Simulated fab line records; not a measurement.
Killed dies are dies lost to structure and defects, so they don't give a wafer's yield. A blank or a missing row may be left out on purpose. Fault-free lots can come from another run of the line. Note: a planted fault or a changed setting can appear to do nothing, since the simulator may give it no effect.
fab line records	flow gf180mcu	part 2 of 2: steps 29 to 38 of 38
record: lots: 5	wafers: 15	lastDay: 34
route steps=602 shown SAB@265 SALICIDE@278 CONTACT@287
lots with no fault: from the same line, run without faults
startH: hours from the record's first day to the start of the lot's first wafer shown	waitH: hours elapsed since this lot's preceding step	" identical to the entry in the row above	L1.1+2: a single row standing in for several wafers	- no value, or no start given	* or withheld: withheld	< > ~ a bound
route shown NAME@n: a module of which the file shows steps, and the number in the route of the first	usual: mean/standard deviation taken from wafers without a fault	same: alike in all rows	chamber/n: place in a boat	sites: readings site by site	_std_site: how widely they spread, as a standard deviation	_edge_site: mean of outer sites minus mean of inner sites	radiusMm: how far each site lies from the wafer's centre	mask NAME#n: copy n	behind: tool/chamber where the wafer was last shaped	hold: why the lot was held/for how many hours/how that ended	device: whichever transistor did not switch (one of n, p or np)	end of line: the tests these same wafers got at the end of their route	a step without rows: its recipe alone	killed: at the first sort, the dies lost to defects and structure; wafer yield is something else	map: shows each die of a wafer: x if killed, . if not, _ if none is there
set.NAME: the setting the step ran with; set.NAME@STEP: the setting that earlier step ran with	model.NAME: the simulator's own value behind a step, which no gauge read
lots seen at some steps along the route; tables by step, rows by wafer
services: a tool's chamber out of use, with start hour (startH, from the record's first day; less than 0 if before it), hours out, and reason
== steps ==
step: GF_CONTACT_DEHYDRATE_06
recipe: tempC: 200	timeS: 60
usual: heaterPowerTotalW: 160.39/0.14	plateTempC: 200.00/0.14
lot.wafer	tool	chamber	startH	waitH	heaterPowerTotalW	plateTempC
L083.2	lithoTrack-01	0	433.80	11.6	160.52	199.86
L083.3	"	0	"	"	160.59	199.57
L083.4	"	0	"	"	160.47	200.06
L087.2	lithoTrack-03	0	470.64	11.2	160.56	199.86
L087.4	"	0	"	"	160.20	199.96
L087.5	"	0	"	"	160.29	200.06
L088.3	lithoTrack-04	0	471.57	11.1	160.39	199.82
L088.4	"	0	"	"	160.31	199.80
L088.5	"	0	"	"	160.32	200.19
L096.2	lithoTrack-03	0	536.49	10.5	160.43	200.03
L096.3	"	0	"	"	160.35	199.97
L096.6	"	0	"	"	160.48	200.31
L097.3	lithoTrack-01	0	547.77	10.7	160.26	200.02
L097.4	"	0	"	"	160.34	200.29
L097.6	"	0	"	"	160.55	200.10
step: GF_CONTACT_HMDS_07
recipe: primeTimeS: 60	primeTempC: 120
lot.wafer	tool	chamber	startH	waitH
L083.2+3+4	lithoTrack-01	0	433.95	0.1
L087.2+4+5	lithoTrack-03	0	470.79	0.1
L088.3+4+5	lithoTrack-04	0	471.72	0.1
L096.2+3+6	lithoTrack-03	0	536.64	0.1
L097.3+4+6	lithoTrack-01	0	547.92	0.1
step: GF_CONTACT_COAT_08
recipe: resist: BARC	tempC: withheld	timeS: withheld	spinRpm: withheld	resistThkNm: withheld
usual: dispensePressureKPa: 49/3.2
lot.wafer	tool	chamber	startH	waitH	dispensePressureKPa
L083.2	lithoTrack-01	0	434.10	0.1	52
L083.3	"	0	"	"	52
L083.4	"	0	"	"	52
L087.2	lithoTrack-03	0	470.94	0.1	45
L087.4	"	0	"	"	45
L087.5	"	0	"	"	45
L088.3	lithoTrack-04	0	471.87	0.1	53
L088.4	"	0	"	"	53
L088.5	"	0	"	"	53
L096.2	lithoTrack-03	0	536.79	0.1	45
L096.3	"	0	"	"	45
L096.6	"	0	"	"	45
L097.3	lithoTrack-01	0	548.07	0.1	52
L097.4	"	0	"	"	52
L097.6	"	0	"	"	52
step: GF_CONTACT_COAT_09
recipe: resist: KrF	spinRpm: withheld	resistThkNm: 1000
usual: dispensePressureKPa: 50/3.2
lot.wafer	tool	chamber	startH	waitH	dispensePressureKPa
L083.2	lithoTrack-01	0	-	-	52
L083.3	"	0	"	"	52
L083.4	"	0	"	"	52
L087.2	lithoTrack-03	0	-	-	46
L087.4	"	0	"	"	45
L087.5	"	0	"	"	45
L088.3	lithoTrack-04	0	-	-	53
L088.4	"	0	"	"	53
L088.5	"	0	"	"	53
L096.2	lithoTrack-03	0	-	-	45
L096.3	"	0	"	"	45
L096.6	"	0	"	"	45
L097.3	lithoTrack-01	0	-	-	52
L097.4	"	0	"	"	52
L097.6	"	0	"	"	52
step: GF_CONTACT_SOFTBAKE_10
recipe: tempC: 130	timeS: 60	resist: KrF
usual: heaterPowerTotalW: 93.05/0.059	plateTempC: 130.00/0.14
lot.wafer	tool	chamber	startH	waitH	heaterPowerTotalW	plateTempC
L083.2	lithoTrack-01	0	-	-	93.07	130.03
L083.3	"	0	"	"	93.00	130.16
L083.4	"	0	"	"	93.06	129.83
L087.2	lithoTrack-03	0	-	-	93.10	129.95
L087.4	"	0	"	"	93.00	129.95
L087.5	"	0	"	"	93.05	130.02
L088.3	lithoTrack-04	0	-	-	92.94	130.08
L088.4	"	0	"	"	93.04	129.92
L088.5	"	0	"	"	93.05	130.02
L096.2	lithoTrack-03	0	-	-	93.16	129.74
L096.3	"	0	"	"	93.02	129.95
L096.6	"	0	"	"	92.94	129.90
L097.3	lithoTrack-01	0	-	-	92.98	129.91
L097.4	"	0	"	"	93.01	129.78
L097.6	"	0	"	"	93.07	130.03
step: GF_CONTACT_EXPOSE_11
recipe: maskId: Contact	targetCdNm: 220	na: 0.68	sourceShape: conventional	sigmaOuter: 0.6	doseMj: 38
usual: stageVelMmS: 500.01/0.24
lot.wafer	tool	chamber	startH	waitH	mask	stageVelMmS
L083.2	krfScanner-01	0	-	-	Contact#0	500.80
L083.3	"	0	"	"	Contact#0	500.18
L083.4	"	0	"	"	Contact#0	500.26
L087.2	krfScanner-01	0	-	-	Contact#0	500.07
L087.4	"	0	"	"	Contact#0	500.12
L087.5	"	0	"	"	Contact#0	500.18
L088.3	krfScanner-01	0	-	-	Contact#0	499.87
L088.4	"	0	"	"	Contact#0	499.88
L088.5	"	0	"	"	Contact#0	499.90
L096.2	krfScanner-02	0	-	-	Contact#0	499.65
L096.3	"	0	"	"	Contact#0	499.67
L096.6	"	0	"	"	Contact#0	499.68
L097.3	krfScanner-01	0	-	-	Contact#0	500.52
L097.4	"	0	"	"	Contact#0	500.36
L097.6	"	0	"	"	Contact#0	500.29
step: GF_CONTACT_PEB_12
recipe: pebTempC: 135	pebTimeS: 90	resist: KrF
usual: heaterPowerTotalW: 85.69/0.087	plateTempC: 135.03/0.14
lot.wafer	tool	chamber	startH	waitH	heaterPowerTotalW	plateTempC
L083.2	lithoTrack-01	0	-	-	85.61	135.01
L083.3	"	0	"	"	85.79	135.06
L083.4	"	0	"	"	85.62	134.94
L087.2	lithoTrack-01	0	-	-	85.63	134.82
L087.4	"	0	"	"	85.63	135.17
L087.5	"	0	"	"	85.77	135.16
L088.3	lithoTrack-04	0	-	-	85.69	135.09
L088.4	"	0	"	"	85.75	135.15
L088.5	"	0	"	"	85.67	135.04
L096.2	lithoTrack-03	0	-	-	85.63	135.01
L096.3	"	0	"	"	85.80	134.94
L096.6	"	0	"	"	85.76	135.00
L097.3	lithoTrack-03	0	-	-	85.62	135.12
L097.4	"	0	"	"	85.62	135.01
L097.6	"	0	"	"	85.58	134.99
step: GF_CONTACT_DEVELOP_13
recipe: developTimeS: 60	resist: KrF	devTempC: 21
same: developTimeS: 60
lot.wafer	tool	chamber	startH	waitH
L083.2+3+4	lithoTrack-01	0	446.60	0.2
L087.2+4+5	lithoTrack-01	0	482.90	0.2
L088.3+4+5	lithoTrack-04	0	484.47	0.1
L096.2+3+6	lithoTrack-03	0	548.34	0.2
L097.3+4+6	lithoTrack-03	0	559.31	0.1
step: GF_CONTACT_CD_MEAS_14
recipe: targetCdNm: 220
usual: cdNm: 219.7/1.3
lot.wafer	tool	chamber	startH	waitH	cdNm
L083.2	cdSem-02	-	446.74	0.1	218.9
L083.3	"	-	"	"	219.2
L083.4	"	-	"	"	217.6
L087.2	cdSem-02	-	483.04	0.1	220.6
L087.4	"	-	"	"	220.6
L087.5	"	-	"	"	220.8
L088.3	cdSem-02	-	484.61	0.1	219.0
L088.4	"	-	"	"	218.4
L088.5	"	-	"	"	220.3
L096.2	cdSem-01	-	548.48	0.1	218.5
L096.3	"	-	"	"	218.2
L096.6	"	-	"	"	218.0
L097.3	cdSem-01	-	559.45	0.1	220.2
L097.4	"	-	"	"	221.7
L097.6	"	-	"	"	221.2
step: GF_CONTACT_OVL_MEAS_15
usual: CONTACT_OVL: 1/5.3
lot.wafer	tool	chamber	startH	waitH	CONTACT_OVL[nm]
L083.2	overlay-02	-	446.85	0.1	0
L083.3	"	-	"	"	-3
L083.4	"	-	"	"	3
L087.2	overlay-01	-	483.15	0.1	-1
L087.4	"	-	"	"	4
L087.5	"	-	"	"	-10
L088.3	overlay-02	-	484.70	0.1	5
L088.4	"	-	"	"	-4
L088.5	"	-	"	"	2
L096.2	overlay-01	-	548.59	0.1	4
L096.3	"	-	"	"	-3
L096.6	"	-	"	"	5
L097.3	overlay-01	-	559.54	0.1	9
L097.4	"	-	"	"	6
L097.6	"	-	"	"	4
== services ==
tool	chamber	startH	hours	kind
rtpAnneal-01	-	385.78	2.6	repair
cmp-02	-	394.32	4.6	pm
krfScanner-01	-	398.38	3.6	pm
cmp-02	-	404.23	4.0	pm
pvdSputter-01	-	404.55	2.6	repair
krfScanner-01	-	417.26	4.9	repair
plasmaAsher-02	-	421.25	9.0	pm
krfScanner-01	-	435.51	1.9	repair
cmp-02	-	435.76	9.4	repair
cmp-02	-	474.08	1.5	repair
hdpcvd-02	0	483.72	5.8	repair
krfScanner-01	-	484.73	3.3	repair
krfScanner-01	-	488.04	1.0	pm
ilineStepper-01	-	497.85	3.0	repair
ilineStepper-01	-	506.06	1.7	pm
wetBench-04	-	508.61	3.7	repair
krfScanner-01	-	514.49	4.0	pm
krfScanner-01	-	518.98	1.7	repair
pvdSputter-03	-	522.53	13.6	repair
krfScanner-01	-	526.23	4.4	pm
cmp-02	-	526.67	1.0	repair
krfScanner-01	-	534.58	0.8	pm
cmp-02	-	545.26	0.3	repair
krfScanner-01	-	549.04	1.3	pm
